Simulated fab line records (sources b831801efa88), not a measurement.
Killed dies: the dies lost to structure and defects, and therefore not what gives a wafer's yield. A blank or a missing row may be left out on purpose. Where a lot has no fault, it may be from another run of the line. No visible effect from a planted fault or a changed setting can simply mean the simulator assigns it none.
A lot that was struck, set against a sound lot | flow sky130 | 15 out of 708 route steps
Sound: the wafers L850.2, L850.4, L850.5. The struck wafers were L857.2, L857.4, L857.5. The cause comes at the end.
Each step with rows lists, per side, the tool, then ch with its chambers, then its first start. Under that, the readings that differ: sound wafers | struck wafers | difference of the means | sigmas: that difference in standard deviations of wafers without a fault.
alike: same words and numbers on both sides, and readings whose means sit less than 2 such deviations apart. not compared: any withheld reading, any reading some wafer has no value for, any bound like >300 that may hide the same value, and any number with overlapping values for which the record gives no deviation.
The two part at a step that has a row with sigmas, a row that says differs or no value, or rows on one side only. Numbers that have no deviation but don't overlap get no sigmas and don't part them. Lack of a reading on every wafer of one side parts them only where that side has two or more wafers.

first, 5 steps without rows for these wafers: SKY_SD_P_COAT_02 (resist thk 1140 nm); SKY_SD_P_SOFTBAKE_03 (time 60 s); SKY_SD_P_EXPOSE_04 (exposes mask PSDM, target cd 380 nm); SKY_SD_P_PEB_05; SKY_SD_P_DEVELOP_06 (develop time 60 s).
SKY_SD_P_CD_MEAS_07 targets a cd of 380 nm.
  sound: cd_sem-02 at day 28 22:10; struck: cd_sem-01 at day 31 08:13
  alike: cd_nm
SKY_SD_P_OVL_MEAS_08:
  sound: overlay-02 at day 28 22:16; struck: overlay-01 at day 31 08:19
  alike: SD_P_OVL
following that, these wafers have no rows for 1 step: SKY_SD_P_IMPLANT_09.
SKY_SD_P_STRIP_10: strips in O2/N2.
  sound on plasma_asher-04 ch 1, day 28 22:26; struck on plasma_asher-02 ch 0,1, day 31 08:29
  alike: drypump_motor_current_A, n2_flow_sccm, oes_product_au, strip_time_to_endpoint_s
  not compared: rf_hours_counter_h
SKY_SD_P_TW_MEAS_11:
  sound: film_metro-03 at day 28 22:33; struck: film_metro-04 at day 31 08:36
  reading | sound          | struck         | difference | sigmas
  SD_P_TW | 2743 2751 2752 | 2884 2870 2859 | +122       | +2
then, 2 steps without rows for these wafers: SKY_RES_XHIGH_DEHYDRATE_00 (time 60 s); SKY_RES_XHIGH_HMDS_01 (prime time 60 s).
SKY_RES_XHIGH_COAT_02: resist thk 1140 nm.
  struck on litho_track-04, day 31 21:34; sound on litho_track-04 ch 0, day 29 12:01
  no value came back on the struck wafers for chill_plate_temp_C (C), dispense_pressure_kPa (kPa), exhaust_pa (Pa); on the sound wafers chill_plate_temp_C (C) reads 22.88 22.84 22.88
then, 1 step without rows for these wafers: SKY_RES_XHIGH_SOFTBAKE_03 (time 60 s).
-- a jump in the record: the struck wafers' starts before and after are 18 days apart (it breaks off in module RES_XHIGH and resumes in module PAD_OPEN, where the first step shown is number 708 of the route) --
SKY_PAD_OPEN_PROBE_99:
  sound: prober-01 at day 48 08:31; struck: prober-01 at day 49 19:55
  reading         | sound    | struck      | difference | sigmas
  killed_at_other | 0 1 0    | 399 393 404 | +398       | +99 or more
  killed_dies     | 85 89 82 | 492 492 492 | +407       | +43
  killed_on_rim   | 14 20 20 | 96 96 96    | +78        | +21
  alike: killed_at_M0_to_M3, killed_at_M4_up, killed_at_contacts, killed_at_front_end, killed_open, killed_short

## WHERE THEY PART
Earliest at SKY_SD_P_TW_MEAS_11; latest, in this record, at SKY_PAD_OPEN_PROBE_99.

WHY: the cause the simulator had injected
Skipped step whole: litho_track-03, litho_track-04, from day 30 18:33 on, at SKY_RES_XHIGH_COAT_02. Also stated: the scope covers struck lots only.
